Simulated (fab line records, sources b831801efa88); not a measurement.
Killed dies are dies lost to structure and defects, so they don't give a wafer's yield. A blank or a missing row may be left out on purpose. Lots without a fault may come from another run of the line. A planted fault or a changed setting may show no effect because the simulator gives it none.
Chamber matching | flow sky130 | SKY_CAP2M_CVD_00 on pecvd-03: 3 sister chambers
The step deposits SiO2, target thk 15.5 nm. 16 wafers are shown with their chamber, then 8 later ones without.

WAFERS WITH THEIR CHAMBER
wafer  | chamber | heater_power_w (W)
L083.1 | 2       | 672
L083.2 | 1       | 532
L083.3 | 0       | 657
L083.4 | 2       | 643
L083.5 | 1       | 563
L083.6 | 0       | 686
L085.1 | 0       | 576
L085.2 | 2       | 605
L085.3 | 1       | 605
L085.4 | 0       | 587
L085.5 | 2       | 609
L085.6 | 1       | 619
L087.1 | 1       | 568
L087.2 | 2       | 703
L087.3 | 0       | 588
L087.4 | 0       | 575

SIGNATURES (means of the wafers above)
reading        | chamber 0 | chamber 1 | chamber 2 | scatter within a chamber
heater_power_w | 611.50    | 577.40    | 646.40    | 42.2
Rule: a wafer's distance from a chamber is the root of the sum, over the readings, of the square of ((its reading less the chamber's mean) divided by the reading's scatter). The wafer belongs to the nearest chamber; if the next one is less than 2 further off, it can't be placed. The scatter: the root of (the sum of the squares of (reading less its chamber's mean) over the shown wafers, divided by (wafers less chambers)).

WAFERS WITHOUT THEIR CHAMBER
wafer  | heater_power_w (W)
L087.5 | 570
L087.6 | 693
L090.1 | 643
L090.2 | 652
L090.3 | 516
L090.4 | 658
L090.5 | 534
L090.6 | 662

WHICH CHAMBER EACH WENT THROUGH
wafer  | from the rows above          | in truth
L087.5 | can't be placed: 1 or 0 or 2 | 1
L087.6 | can't be placed: 2 or 0 or 1 | 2
L090.1 | can't be placed: 2 or 0 or 1 | 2
L090.2 | can't be placed: 2 or 0 or 1 | 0
L090.3 | can't be placed: 1 or 0 or 2 | 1
L090.4 | can't be placed: 2 or 0 or 1 | 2
L090.5 | can't be placed: 1 or 0 or 2 | 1
L090.6 | can't be placed: 2 or 0 or 1 | 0
Placed correctly: 0 of 8. Can't be placed from these rows: 8 (the true chamber is among the candidates in 8). Placed wrongly: 0.
